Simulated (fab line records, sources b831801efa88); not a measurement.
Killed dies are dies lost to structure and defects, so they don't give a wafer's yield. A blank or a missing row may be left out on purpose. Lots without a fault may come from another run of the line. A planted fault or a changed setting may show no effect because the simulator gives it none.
Chamber matching | flow sfq_line | SFQ_TRILAYER_I1_CMP_CMP_046 on cmp-01: 4 sister chambers
The step polishes SiO2. 8 wafers are shown with their chamber, then 8 later ones without.

WAFERS WITH THEIR CHAMBER
wafer  | chamber | motor_current_A (A) | time_to_endpoint_s (s)
L701.6 | 1       | 12.4                | 225
L702.3 | 1       | 12.2                | 224
L710.2 | 0       | 11.2                | 219
L710.5 | 3       | 11.3                | 224
L711.2 | 2       | 9.6                 | 209
L711.5 | 3       | 11.8                | 217
L711.6 | 0       | 11.9                | 226
L713.3 | 2       | 9.4                 | 211

WAFERS WITHOUT THEIR CHAMBER
wafer  | motor_current_A (A) | time_to_endpoint_s (s)
L713.5 | 12.0                | 222
L713.6 | 11.6                | 222
L714.3 | 11.2                | 211
L714.1 | 11.7                | 211
L714.2 | 9.9                 | 216
L717.1 | 11.1                | 210
L717.2 | 9.7                 | 211
L717.5 | 11.4                | 219

WHICH CHAMBER EACH WENT THROUGH
wafer  | from the rows above          | in truth
L713.5 | can't be placed: 1 or 0 or 3 | 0
L713.6 | can't be placed: 0 or 3      | 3
L714.3 | can't be placed: 3 or 0      | 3
L714.1 | can't be placed: 3 or 0 or 1 | 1
L714.2 | 2                            | 2
L717.1 | can't be placed: 3 or 0 or 2 | 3
L717.2 | 2                            | 2
L717.5 | can't be placed: 3 or 0      | 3
Placed correctly: 2 of 8. Can't be placed from these rows: 6 (the true chamber is among the candidates in 6). Placed wrongly: 0.
How it was worked out, from the rows above alone: a wafer's distance from a chamber is the root of the sum, over the readings, of the square of ((its reading less the chamber's mean) divided by the reading's scatter). The wafer belongs to the nearest chamber; if the next one is less than 2 further off, it can't be placed. A chamber's mean is the mean of its shown wafers. The scatter: the root of (the sum of the squares of (reading less its chamber's mean) over the shown wafers, divided by (wafers less chambers)).
